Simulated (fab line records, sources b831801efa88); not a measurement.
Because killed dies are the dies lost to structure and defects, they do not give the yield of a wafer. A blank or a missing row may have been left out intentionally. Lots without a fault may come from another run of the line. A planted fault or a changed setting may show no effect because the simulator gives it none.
Problem report, 8D (eight disciplines) form, completed by code + flow gf180mcu + the parts of the form that need people (team, actions taken, sign-off) are left out

== 1. WHAT WENT WRONG ==
Across 2 wafers from 2 lots, V4_CVD_02_THK at GF_V4_THK_MEAS_03 averages 1120 nm, while fault-free wafers read 848 nm with a standard deviation of 10. That is +27 standard deviations from the usual mean.
The first sign was on wafer L386.1 at day 25 09:18, on film-metro-03. The record holds 33 wafers of 11 lots with a number at this step. Rule for "out", or "out of limits": more than 4 standard deviations from the usual mean. Any other wafer with a number is counted as sound.

== 2. WHAT IT IS AND WHAT IT IS NOT ==
| question                    | is                | is not                                                                                                   |
|-----------------------------|-------------------|----------------------------------------------------------------------------------------------------------|
| which readings at this step | V4_CVD_02_THK     | -                                                                                                        |
| which lots                  | L386, L387        | L380, L381, L382, L393, L394, L395, L401, L402, L403                                                     |
| which wafers of those lots  | L386.1, L387.4    | L386.4, L386.5, L387.1, L387.6                                                                           |
| read on which gauges        | film-metro-03     | film-metro-01, film-metro-02                                                                             |
| when                        | from day 25 09:18 | up to then (11 sound wafers); but 20 sound wafers of L387, L393, L394, L395, L401, L402, L403 came after |

== 3. WHAT RULES OUT EACH SUSPECT ==
Counting: a tool at a process step up to the reading stays a suspect if it ran every lot that is out. Sound lots after the first of them don't rule it out here, since some wafers of a struck lot are sound.
- ruled out: the gauge at GF_V4_THK_MEAS_03. All the wafers that are out were read on film-metro-03, but those of them that GF_V4_CMP_04 has rows for are out there too, on other tools.
- cvd-w-02 at GF_V3_CVD_23 (deposits W, target thk 350 nm, time 104.9 s): kept. It ran every lot that is out, first L386 (day 24 09:44); its last sound lot up to then is L381 (day 23 00:00).
- pecvd-04 at GF_V4_CVD_02 (deposits SiO2 from TEOS, target thk 850 nm, time 94.851 s): kept. It ran every lot that is out, first L386 (day 25 09:14); its last sound lot up to then is L382 (day 24 08:14).
- pecvd-04, GF_V4_CVD_02: wafers that are out in chamber 0, sound lot-mates in chambers 1, 2.
Left after counting: cvd-w-02 at GF_V3_CVD_23, pecvd-04 at GF_V4_CVD_02.

== 4. THE CAUSE (what the simulator had put in) ==
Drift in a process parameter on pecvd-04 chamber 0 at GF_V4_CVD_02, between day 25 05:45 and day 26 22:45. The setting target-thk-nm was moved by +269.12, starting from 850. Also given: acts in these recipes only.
2 suspects survive the count, and this tool is in that group.

== 5. SEQUENCE OF EFFECTS, ordered by route ==
Each row: a reading whose mean over the struck wafers that have a number lies more than 3 standard deviations from the usual. Scope: only readings with a usual standard deviation given in the record; hours: median across lots of the time from each lot's start at the first step in this table that gives one to its start at this step; sigmas: change in usual standard deviations.
| hours | step              | reading            | usual  | on struck wafers | change | sigmas |
|-------|-------------------|--------------------|--------|------------------|--------|--------|
| 0     | GF_V4_THK_MEAS_03 | V4_CVD_02_THK      | 848 nm | 1120             | +272   | +27    |
| 4     | GF_V4_CMP_04      | time-to-endpoint-s | 80 s   | 176              | +96    | +18    |
Here are the process steps it includes:
- GF_V4_CMP_04: polishes SiO2.
At these later measuring or inspecting steps, every struck wafer for which the step has a row has a number for every such reading, and none has moved that far: GF_V4_THK_MEAS_25.

== 6. HOW IT WOULD HAVE BEEN CAUGHT EARLIER ==
4 hours passed between the start of the fault at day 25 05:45 and the first reading out of limits at a measuring or inspecting step in this record, taken at day 25 09:18.
Tool readings at GF_V4_CVD_02 with a usual standard deviation given in the record: none out on any struck wafer, hence no alarm at a limit of 4 standard deviations on them.
Of the lots that are out (2), L387 began GF_V4_CVD_02 on pecvd-04 after day 25 09:18. Had the tool been put on hold then, it would have been spared.
